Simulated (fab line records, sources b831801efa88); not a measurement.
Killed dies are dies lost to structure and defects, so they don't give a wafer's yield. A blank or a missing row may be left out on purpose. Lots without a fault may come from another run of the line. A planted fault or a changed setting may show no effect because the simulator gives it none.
A struck lot beside a sound one | flow sky130 | 15 steps out of a route of 708
Sound: wafers L579.2, L579.4, L579.6. Struck: wafer L587.3. (L587.2, L587.6 of the same lot were not struck and are left out.) The cause comes at the end.
At each step with rows: each side's tool, then ch and its chambers, then its first start. Under that, the readings that differ: sound wafers | struck wafers | difference of the means | sigmas: that difference in standard deviations of wafers without a fault.
alike: readings whose means differ by less than 2 such deviations, and words and numbers that are the same on both sides. not compared: withheld readings, readings that some wafer has no value for, bounds like >300 that may hide the same value, and numbers for which the record gives no deviation and whose values overlap.
The two part at a step that has a row with sigmas, a row that says differs or no value, or rows on one side only. Numbers that don't overlap but have no deviation are shown without sigmas and don't part them. A reading that every wafer of one side lacks parts them only if that side has two wafers or more.

SKY_VIA2_OVL_MEAS_13:
  sound on overlay-01, day 39 04:23; struck on overlay-02, day 41 05:59
  alike: VIA2_OVL
SKY_VIA2_ETCH_14: etches BARC in N2/H2, stops on SiO2, time 45.9 s, target depth 60 nm.
  sound on rie_diel-03 ch 0,1,2, day 39 04:25; struck on rie_diel-03 ch 2, day 41 06:01
  reading                        | sound                | struck | difference | sigmas
  chamber_pressure_mTorr (mTorr) | 30.017 29.967 30.009 | 30.083 | +0.085     | +3
  alike: drypump_motor_current_A, oes_product_au, rf_fwd_power_W, throttle_valve_pct
  not compared: rf_hours_counter_h
SKY_VIA2_ETCH_15: etches SiO2 in C4F8/O2/Ar, stops on TiN, target depth 546 nm, time 84 s.
  sound on rie_diel-03 ch 0,1,2, day 39 04:28; struck on rie_diel-03 ch 2, day 41 06:04
  alike: chamber_pressure_mTorr, oes_product_au, rf_fwd_power_W
  not compared: rf_hours_counter_h
SKY_VIA2_STRIP_16: strips in O2/N2.
  sound on plasma_asher-04 ch 0,1, day 39 04:31; struck on plasma_asher-01 ch 1, day 41 06:07
  alike: chamber_pressure_mTorr, drypump_motor_current_A, oes_product_au, strip_time_to_endpoint_s
  not compared: rf_hours_counter_h
then, 4 steps without rows for these wafers: SKY_VIA2_STRIP_17 (strips in post etch residue remover, time 1200 s); SKY_VIA2_CLEAN_18 (cleans in IPA, time 180 s); SKY_VIA2_CLEAN_19 (cleans in O3/DIW); SKY_VIA2_SPUTTER_20 (material TiN, target thk 20 nm, time 80 s).
SKY_VIA2_CVD_21: deposits W, target thk 420 nm, time 126.4 s.
  sound on cvd_w-02 ch 0,1, day 39 05:11; struck on cvd_w-02 ch 0, day 41 06:46
  alike: heater_power_w
SKY_VIA2_RS_MEAS_22: measures by four-point-probe.
  sound on film_metro-04, day 39 05:20; struck on film_metro-01, day 41 06:55
  alike: VIA2_W_RS
SKY_VIA2_THK_MEAS_23: measures by xrf.
  sound on film_metro-04, day 39 05:26; struck on film_metro-01, day 41 07:02
  alike: VIA2_W_THK
SKY_VIA2_CMP_24: polishes, stops on SiO2, t overpolish 20 s, target thk 0 nm.
  sound on cmp-01 ch 0,2, day 39 05:33; struck on cmp-02 ch 1, day 41 07:05
  alike: head_pressure_psi, motor_current_A, overpolish_run_s, time_to_endpoint_s
SKY_METAL3_SPUTTER_00: material Ti, target thk 15 nm, time 10 s.
  sound on pvd_sputter-03, day 39 05:51; struck on pvd_sputter-03, day 41 07:23
  reading                                   | sound           | struck | difference | sigmas
  model.Ti_of_METAL3_SPUTTER_00.thk_nm (nm) | 14.8 14.77 15.1 | 22.86  | +7.97      |
  alike: throttle_valve_pct
then, 1 step without rows for these wafers: SKY_METAL3_SPUTTER_01 (material TiN, target thk 20 nm, time 16.7 s).
-- the record jumps here: 8 days lie between the struck wafers' starts before and after (it left off in module METAL3 and takes up again in module PAD_OPEN, whose first step shown is number 708 of the route) --
SKY_PAD_OPEN_PROBE_99:
  sound on prober-01, day 48 03:36; struck on prober-01, day 49 17:59
  alike: defect_limited_yield, killed_at_M0_to_M3, killed_at_M4_up, killed_at_contacts, killed_at_front_end, killed_at_other, killed_dies, killed_open, killed_short, sort_bin_3_pad_short, sort_bin_5_function, sort_bin_6_memory, sort_n_pass, sort_yield_pct

WHERE THEY PART
Only at SKY_VIA2_ETCH_14, within this record. Later steps at which nothing parts them and some readings are alike: SKY_VIA2_ETCH_15, SKY_VIA2_STRIP_16, SKY_VIA2_CVD_21, SKY_VIA2_RS_MEAS_22, SKY_VIA2_THK_MEAS_23, SKY_VIA2_CMP_24, SKY_METAL3_SPUTTER_00, SKY_PAD_OPEN_PROBE_99.

WHY: what the simulator had put in
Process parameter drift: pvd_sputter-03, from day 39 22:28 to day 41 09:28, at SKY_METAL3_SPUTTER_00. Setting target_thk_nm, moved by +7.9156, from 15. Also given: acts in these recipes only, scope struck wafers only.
